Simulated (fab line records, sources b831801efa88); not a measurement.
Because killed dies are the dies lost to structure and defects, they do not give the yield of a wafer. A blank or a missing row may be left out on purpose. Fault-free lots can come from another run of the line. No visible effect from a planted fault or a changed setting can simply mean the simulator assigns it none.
Comparing a struck lot with a sound one / flow sfq line / 19 steps out of a route of 325
Sound: these wafers, L994.2, L994.3, L994.5. Struck: wafers L100.5, L100.6 (left out: L100.1, a lot-mate that was not struck); the cause follows at the end.
Each step with rows lists, per side, the tool, then ch with its chambers, then its first start. Under that, the readings that differ: sound wafers / struck wafers / difference of the means / sigmas: that difference in standard deviations of wafers without a fault.
alike: readings whose means differ by less than 2 such deviations, and words and numbers that are the same on both sides. not compared: withheld readings, readings that some wafer has no value for, bounds like >300 that may hide the same value, and numbers for which the record gives no deviation and whose values overlap.
A row with sigmas, a row that says differs or no value, or rows on one side alone: a step with any of these is where the two part. Numbers that don't overlap but have no deviation are shown without sigmas and don't part them. Lack of a reading on every wafer of one side parts them only where that side has two or more wafers.

SFQ_M6_OVL_MEAS_940:
  sound on overlay-01, day 74 00:47; struck on overlay-02, day 75 15:41
  alike: M6_OVL
SFQ_TRILAYER_M6_BARC_OPEN_METAL_ETCH_206: etches BARC in O2, target depth 125 nm, time 41.7 s.
  sound on rie metal-03 ch 0,1, day 74 00:49; struck on rie metal-01 ch 0,1, day 75 15:44
  alike: chamber pressure mTorr, drypump motor current A, oes product au
  not compared: rf hours counter h
SFQ_TRILAYER_M6_ETCH_METAL_ETCH_162: etches Nb in Cl2/Ar, stops on SiO2, target depth 240 nm, time 120 s.
  sound on rie metal-03 ch 0,1, day 74 00:52; struck on rie metal-01 ch 0,1, day 75 15:47
  alike: chamber pressure mTorr, drypump motor current A, oes product au
  not compared: rf hours counter h
SFQ_TRILAYER_M6_STRIP_STRIP_163: strips in O2.
  sound on rie metal-03 ch 0,1, day 74 00:59; struck on rie metal-01 ch 0,1, day 75 15:55
  alike: chamber pressure mTorr, drypump motor current A, oes product au
  not compared: rf hours counter h
then, 1 step without rows for these wafers: SFQ_TRILAYER_M6_STRIP_SOLV_CLEAN_164 (cleans in NMP, time 600 s).
SFQ_TRILAYER_I6_DEP_PECVD_165: deposits SiO2 from SiH4/N2O, time 111.11 s, target thk 500 nm.
  sound on pecvd-04 ch 0,1,2, day 74 01:46; struck on pecvd-04 ch 1,2, day 75 16:41
  alike: heater power w, throttle valve pct
then, 1 step without rows for these wafers: SFQ_TRILAYER_I6_CMP_CMP_166 (polishes SiO2).
SFQ_I6_BOW_MEAS_941:
  sound on film metro-04, day 74 04:52; struck on film metro-04, day 76 05:45
  alike: I6_BOW
then, 4 steps without rows for these wafers: SFQ_TRILAYER_I6_METRO_MEASURE_167; SFQ_TRILAYER_I6_VIA_LITHO_COAT_174 (resist thk 62 nm); SFQ_TRILAYER_I6_VIA_LITHO_COAT_169 (resist thk 650 nm); SFQ_TRILAYER_I6_VIA_LITHO_SOFTBAKE_173.
-- the record jumps here: 4 days lie between the struck wafers' starts before and after --
SFQ_TRILAYER_I6_VIA_LITHO_EXPOSE_170: exposes mask I6, target cd 700 nm.
  sound on krf scanner-02 ch 0, day 78 11:12; struck on krf scanner-02 ch 0, day 80 05:00
  alike: mask, stage vel mm s
then, 2 steps without rows for these wafers: SFQ_TRILAYER_I6_VIA_LITHO_PEB_172 (peb time 60 s); SFQ_TRILAYER_I6_VIA_LITHO_DEVELOP_171 (time 60 s).
SFQ_I6_OVL_MEAS_942:
  sound on overlay-01, day 78 12:31; struck on overlay-02, day 80 06:30
  alike: I6_OVL
SFQ_TRILAYER_I6_VIA_BARC_OPEN_VIA_ETCH_235: etches BARC in O2, target depth 125 nm, time 41.7 s.
  sound on rie diel-04 ch 0,2, day 78 12:32; struck on rie diel-04 ch 2,3, day 80 06:32
reading=model.I6.cd nm (nm); sound=701.2 701.9 702; struck=711.5 712.2; difference=+10.1; sigmas=
  alike: chamber pressure mTorr, drypump motor current A, oes product au
  not compared: rf hours counter h
SFQ_TRILAYER_I6_VIA_ETCH_VIA_ETCH_172: etches SiO2 in CHF3, stops on Nb, target depth 260 nm.
  sound on rie diel-04 ch 0,2, day 78 12:35; struck on rie diel-04 ch 2,3, day 80 06:35
reading=model.I6.cd nm (nm); sound=702 703.7 702.7; struck=712.1 716.3; difference=+11.4; sigmas=
  alike: chamber pressure mTorr, drypump motor current A, oes product au
SFQ_TRILAYER_I6_VIA_STRIP_STRIP_173: strips in O2.
  sound on rie metal-03 ch 0,1, day 78 12:41; struck on rie metal-01 ch 0,1, day 80 06:41
  alike: chamber pressure mTorr, drypump motor current A, oes product au
  not compared: rf hours counter h

WHERE THEY PART
Nowhere in this record.

WHY: whatever the simulator had introduced
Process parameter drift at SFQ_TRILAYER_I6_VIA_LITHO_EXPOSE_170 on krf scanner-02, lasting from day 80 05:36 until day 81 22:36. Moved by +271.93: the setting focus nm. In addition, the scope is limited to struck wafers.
